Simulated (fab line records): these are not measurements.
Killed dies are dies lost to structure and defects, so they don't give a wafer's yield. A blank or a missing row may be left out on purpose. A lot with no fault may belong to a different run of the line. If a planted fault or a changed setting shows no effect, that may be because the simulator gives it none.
Matching of chambers + flow sky130 + SKY_VIA1_CMP_24 on cmp-02 has 4 sister chambers
The step polishes, stops on SiO2, t overpolish 15 s, target thk 0 nm. 24 wafers are shown with their chamber, then 12 later ones without.

## EACH WAFER AND ITS CHAMBER
| wafer  | chamber | motorCurrentA (A) | timeToEndpointS (s) | overpolishRunS (s) |
|--------|---------|-------------------|---------------------|--------------------|
| L074.2 | 2       | 11.5              | 63                  | 15.004             |
| L074.3 | 0       | 9.5               | 68                  | 14.996             |
| L074.4 | 3       | 12.3              | 60                  | 14.995             |
| L076.2 | 0       | 9.5               | 63                  | 14.996             |
| L076.3 | 1       | 11.2              | 61                  | 15.004             |
| L076.6 | 1       | 11.0              | 64                  | 15.003             |
| L078.1 | 0       | 9.2               | 65                  | 14.994             |
| L078.4 | 2       | 11.0              | 62                  | 14.997             |
| L078.6 | 1       | 10.8              | 64                  | 15.009             |
| L080.3 | 1       | 11.2              | 63                  | 14.999             |
| L080.5 | 0       | 9.7               | 67                  | 15.002             |
| L080.6 | 3       | 12.3              | 58                  | 14.995             |
| L082.1 | 3       | 12.2              | 63                  | 14.979             |
| L082.3 | 2       | 11.3              | 58                  | 14.980             |
| L082.6 | 1       | 10.9              | 63                  | 14.996             |
| L084.1 | 1       | 11.4              | 66                  | 15.017             |
| L084.3 | 3       | 11.2              | 62                  | 15.020             |
| L084.6 | 3       | 12.3              | 64                  | 15.001             |
| L085.1 | 1       | 10.9              | 66                  | 14.997             |
| L085.4 | 2       | 11.1              | 63                  | 14.995             |
| L085.6 | 3       | 12.1              | 64                  | 15.002             |
| L087.1 | 3       | 12.4              | 63                  | 14.981             |
| L087.2 | 2       | 11.4              | 66                  | 14.995             |
| L087.5 | 0       | 8.9               | 70                  | 15.008             |

SIGNATURES (averages over the wafers above)
| reading         | chamber 0 | chamber 1 | chamber 2 | chamber 3 | scatter within a chamber |
|-----------------|-----------|-----------|-----------|-----------|--------------------------|
| motorCurrentA   | 9.360     | 11.057    | 11.260    | 12.114    | 0.306                    |
| timeToEndpointS | 66.60     | 63.86     | 62.40     | 62.00     | 2.36                     |
| overpolishRunS  | 14.99920  | 15.00357  | 14.99420  | 14.99614  | 0.00981                  |
Rule: a wafer's distance from a chamber is the root of the sum, over the readings, of the square of ((its reading less the chamber's mean) divided by the reading's scatter). If the next closest chamber is less than 2 further off than the closest, the wafer can't be placed; otherwise it belongs to the closest. The scatter: take each reading less its chamber's mean, square it, sum over the shown wafers, divide by the number of wafers less the number of chambers, and take the root.

## WAFERS WITHOUT THEIR CHAMBER
| wafer  | motorCurrentA (A) | timeToEndpointS (s) | overpolishRunS (s) |
|--------|-------------------|---------------------|--------------------|
| L091.1 | 11.8              | 65                  | 14.993             |
| L091.2 | 11.4              | 69                  | 15.000             |
| L091.5 | 11.8              | 66                  | 15.004             |
| L089.2 | 11.2              | 66                  | 14.998             |
| L089.4 | 11.7              | 61                  | 15.008             |
| L089.6 | 11.4              | 68                  | 15.002             |
| L093.1 | 12.2              | 66                  | 15.004             |
| L093.3 | 11.2              | 66                  | 14.989             |
| L093.4 | 9.7               | 72                  | 14.992             |
| L095.4 | 12.3              | 65                  | 14.994             |
| L095.5 | 11.0              | 68                  | 14.982             |
| L095.6 | 11.2              | 62                  | 14.978             |

## THE CHAMBER EACH PASSED THROUGH
| wafer  | from the rows above          | in truth |
|--------|------------------------------|----------|
| L091.1 | can't be placed: 3 or 2 or 1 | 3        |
| L091.2 | can't be placed: 1 or 2 or 3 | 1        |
| L091.5 | can't be placed: 3 or 2 or 1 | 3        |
| L089.2 | can't be placed: 1 or 2      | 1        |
| L089.4 | can't be placed: 3 or 2 or 1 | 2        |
| L089.6 | can't be placed: 1 or 2 or 3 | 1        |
| L093.1 | can't be placed: 3 or 2 or 1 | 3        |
| L093.3 | can't be placed: 2 or 1 or 3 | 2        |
| L093.4 | 0                            | 0        |
| L095.4 | 3                            | 3        |
| L095.5 | can't be placed: 2 or 1 or 3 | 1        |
| L095.6 | can't be placed: 2 or 1 or 3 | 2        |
Correct placement for 2 of the 12. Can't be placed from these rows: 10 (the true chamber is among the candidates in 10). Placed wrongly: 0.
